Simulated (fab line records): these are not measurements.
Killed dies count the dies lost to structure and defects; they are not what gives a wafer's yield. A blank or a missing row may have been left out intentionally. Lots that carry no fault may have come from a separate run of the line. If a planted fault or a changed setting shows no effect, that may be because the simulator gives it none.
Struck lot and sound lot, side by side | flow sky130 | 39 steps out of a route of 708
Sound: wafers L885.1, L885.2, L885.4. The struck wafers were L901.3, L901.4, L901.6. Last of all comes the cause.
At each step with rows: each side's tool, then ch and its chambers, then its first start. Under that, the readings that differ: sound wafers | struck wafers | difference of the means | sigmas: that difference in standard deviations of wafers without a fault.
alike: words and numbers the same on both sides, and readings whose means are apart by under 2 such deviations; not compared: readings that were withheld, readings missing a value for some wafer, numbers with overlapping values and no deviation given by the record, and bounds like >300 which may hide the same value.
Wherever a step has rows on one side only, a row that says differs or no value, or a row with sigmas, the two part there. Numbers that have no deviation but don't overlap get no sigmas and don't part them. A reading that every wafer of one side lacks parts them only if that side has two wafers or more.

first, 10 steps without rows for these wafers: SKY_VIA4_STRIP_14 (strips in post etch residue remover, time 1200 s); SKY_VIA4_CLEAN_15 (cleans in IPA, time 180 s); SKY_VIA4_CLEAN_16 (cleans in O3/DIW); SKY_VIA4_SPUTTER_17 (material TiN, target thk 20 nm, time 80 s); SKY_VIA4_CVD_18 (deposits W, target thk 505 nm, time 152.14 s); SKY_VIA4_CMP_21 (polishes, stops on SiO2, t overpolish 25 s, target thk 0 nm); SKY_METAL5_SPUTTER_00 (material Ti, target thk 15 nm, time 10 s); SKY_METAL5_SPUTTER_01 (material TiN, target thk 20 nm, time 16.7 s); SKY_METAL5_SPUTTER_02 (material AlCu, target thk 1150 nm, time 64.13 s); SKY_METAL5_SPUTTER_03 (material Ti, target thk 5 nm, time 3.3 s).
SKY_METAL5_SPUTTER_04: material TiN, target thk 70 nm, time 58.3 s.
  sound on pvd_sputter-01, day 44 01:49; struck on pvd_sputter-03, day 47 23:58
  reading                                    | sound             | struck           | difference | sigmas
  model.TiN_of_METAL5_SPUTTER_04.thk_nm (nm) | 69.81 70.57 70.12 | 47.6 46.91 47.57 | -22.8      |
  alike: chamber_pressure_pa, throttle_valve_pct
SKY_METAL5_THK_MEAS_06: measures by xrf.
  sound on film_metro-04, day 44 01:59; struck on film_metro-03, day 48 00:10
  reading              | sound          | struck         | difference | sigmas
  METAL5_ALCU_THK (nm) | 1181 1178 1193 | 1280 1273 1265 | +89        | +6
then, 10 steps without rows for these wafers: SKY_METAL5_DEHYDRATE_07 (time 60 s); SKY_METAL5_HMDS_08 (prime time 60 s); SKY_METAL5_COAT_09 (resist thk 1800 nm); SKY_METAL5_SOFTBAKE_10 (time 60 s); SKY_METAL5_EXPOSE_11 (exposes mask MM5, target cd 1600 nm); SKY_METAL5_PEB_12; SKY_METAL5_DEVELOP_13 (develop time 60 s); SKY_METAL5_DESCUM_14 (chemistry O2, time 11 s); SKY_METAL5_METAL_ETCH_15 (etches the open film in Cl2/BCl3, stops on SiO2, target depth 1260 nm, time 252 s); SKY_METAL5_STRIP_16 (strips in O2/N2).
SKY_METAL5_STRIP_17: strips in post etch residue remover, time 1200 s.
  sound on wet_bench-03 ch 1, day 44 23:30; struck on wet_bench-03 ch 3, day 48 18:46
  reading                                    | sound             | struck            | difference | sigmas
  model.TiN_of_METAL5_SPUTTER_04.thk_nm (nm) | 69.39 70.15 69.69 | 47.18 46.49 47.15 | -22.80     |
then, 11 steps without rows for these wafers: SKY_METAL5_CLEAN_18 (cleans in IPA, time 180 s); SKY_METAL5_CLEAN_19 (cleans in O3/DIW); SKY_PASSIVATION_CVD_00 (deposits SiO2, target thk 90 nm); SKY_PASSIVATION_CVD_02 (deposits Si3N4, target thk 540 nm); SKY_PASSIVATION_DEHYDRATE_04 (time 60 s); SKY_PASSIVATION_HMDS_05 (prime time 60 s); SKY_PASSIVATION_COAT_06 (resist thk 3000 nm); SKY_PASSIVATION_SOFTBAKE_07; SKY_PASSIVATION_EXPOSE_08 (exposes mask NSM, target cd 3000 nm); SKY_PASSIVATION_PEB_09; SKY_PASSIVATION_DEVELOP_10 (develop time 60 s).
SKY_PASSIVATION_ETCH_11: etches the open film in CF4/O2, stops on AlCu, target depth 725 nm, time 161.1 s.
  sound on rie_diel-02 ch 0,2,3, day 45 20:59; struck on rie_diel-04 ch 0,3, day 49 13:50
  reading                                 | sound             | struck          | difference | sigmas
  model.PASSIVATION.feature_depth_nm (nm) | 694.3 691.3 710.1 | 681.7 676 680.5 | -19.2      |
  alike: O2_flow_sccm, bias_w, drypump_motor_current_A, oes_product_au, throttle_valve_pct
  not compared: rf_hours_counter_h
then, 2 steps without rows for these wafers: SKY_PASSIVATION_STRIP_12 (strips in O2/N2); SKY_PAD_OPEN_DEHYDRATE_00 (time 60 s).
SKY_PAD_OPEN_ETCH_07: etches the open film in CF4/O2, stops on AlCu, target depth 725 nm, time 159 s.
  sound on rie_diel-03 ch 0,1, day 46 16:38; struck on rie_diel-02 ch 0,1,3, day 50 06:08
  reading                              | sound             | struck            | difference | sigmas
  drypump_motor_current_A (A)          | 5.1 5.4 5.1       | 6.3 6.3 6.1       | +1.0       | +2
  oes_product_au (a.u.)                | 0.975 0.979 0.988 | 0.966 0.949 0.961 | -0.022     | -3
  model.PAD_OPEN.feature_depth_nm (nm) | 694.3 691.3 710.1 | 681.7 676 680.5   | -19.2      |
  alike: O2_flow_sccm, bias_w, throttle_valve_pct
  not compared: rf_hours_counter_h
SKY_PAD_OPEN_PROBE_99:
  sound on prober-01, day 46 19:04; struck on prober-01, day 50 08:37
  alike: defect_limited_yield, killed_at_M0_to_M3, killed_at_M4_up, killed_at_contacts, killed_at_front_end, killed_at_other, killed_dies, killed_open, killed_short, sort_bin_3_pad_short, sort_bin_5_function, sort_bin_6_memory, sort_n_pass, sort_yield_pct

== WHERE THEY PART ==
Last at SKY_PAD_OPEN_ETCH_07 as far as this record goes, first at SKY_METAL5_THK_MEAS_06. Later steps at which nothing parts them and some readings are alike: SKY_PAD_OPEN_PROBE_99.

WHY: what had been put in by the simulator
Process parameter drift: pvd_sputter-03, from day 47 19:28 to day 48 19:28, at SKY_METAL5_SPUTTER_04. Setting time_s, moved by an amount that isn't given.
